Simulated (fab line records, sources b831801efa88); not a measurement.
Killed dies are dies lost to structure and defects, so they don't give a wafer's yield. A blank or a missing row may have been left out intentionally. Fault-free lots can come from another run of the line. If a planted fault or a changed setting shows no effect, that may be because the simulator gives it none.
Matching of chambers || flow gf180mcu || 4 sister chambers for GF_STI_CMP_25 on cmp-02
The step polishes, stops on Si3N4, t overpolish 33 s, target thk 524.6 nm. 7 wafers are shown with their chamber, then 6 later ones without.

## EACH WAFER AND ITS CHAMBER
{"wafer": "L540.6", "chamber": 3, "motor_current_A (A)": 13.2, "time_to_endpoint_s (s)": 126}
{"wafer": "L554.3", "chamber": 2, "motor_current_A (A)": 11.6, "time_to_endpoint_s (s)": 118}
{"wafer": "L554.4", "chamber": 3, "motor_current_A (A)": 13.4, "time_to_endpoint_s (s)": 125}
{"wafer": "L554.5", "chamber": 0, "motor_current_A (A)": 12.2, "time_to_endpoint_s (s)": 126}
{"wafer": "L555.1", "chamber": 1, "motor_current_A (A)": 13.6, "time_to_endpoint_s (s)": 124}
{"wafer": "L555.3", "chamber": 0, "motor_current_A (A)": 12.6, "time_to_endpoint_s (s)": 126}
{"wafer": "L555.6", "chamber": 1, "motor_current_A (A)": 13.4, "time_to_endpoint_s (s)": 121}

## WAFERS WITH NO CHAMBER GIVEN
{"wafer": "L557.1", "motor_current_A (A)": 13.3, "time_to_endpoint_s (s)": 124}
{"wafer": "L557.2", "motor_current_A (A)": 11.9, "time_to_endpoint_s (s)": 121}
{"wafer": "L557.3", "motor_current_A (A)": 13.8, "time_to_endpoint_s (s)": 124}
{"wafer": "L558.4", "motor_current_A (A)": 12.4, "time_to_endpoint_s (s)": 116}
{"wafer": "L558.5", "motor_current_A (A)": 13.6, "time_to_endpoint_s (s)": 118}
{"wafer": "L558.6", "motor_current_A (A)": 12.2, "time_to_endpoint_s (s)": 120}

## THE CHAMBER EACH PASSED THROUGH
{"wafer": "L557.1", "from the rows above": "can't be placed: 3 or 1", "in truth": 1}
{"wafer": "L557.2", "from the rows above": "can't be placed: 2 or 0", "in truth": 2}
{"wafer": "L557.3", "from the rows above": "can't be placed: 1 or 3", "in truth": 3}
{"wafer": "L558.4", "from the rows above": 2, "in truth": 2}
{"wafer": "L558.5", "from the rows above": 1, "in truth": 1}
{"wafer": "L558.6", "from the rows above": "can't be placed: 2 or 0", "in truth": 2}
2 of 6 placed correctly. Unplaceable from these rows: 4, with the true chamber sitting among the candidates in 4. Wrongly placed: 0.
How it was worked out, from the rows above alone: a wafer's distance from a chamber is the root of the sum, over the readings, of the square of ((its reading less the chamber's mean) divided by the reading's scatter). If the next closest chamber is less than 2 further off than the closest, the wafer can't be placed; otherwise it belongs to the closest. Each chamber's mean is taken over the wafers shown for it. The scatter: take each reading less its chamber's mean, square it, sum over the shown wafers, divide by the number of wafers less the number of chambers, and take the root.
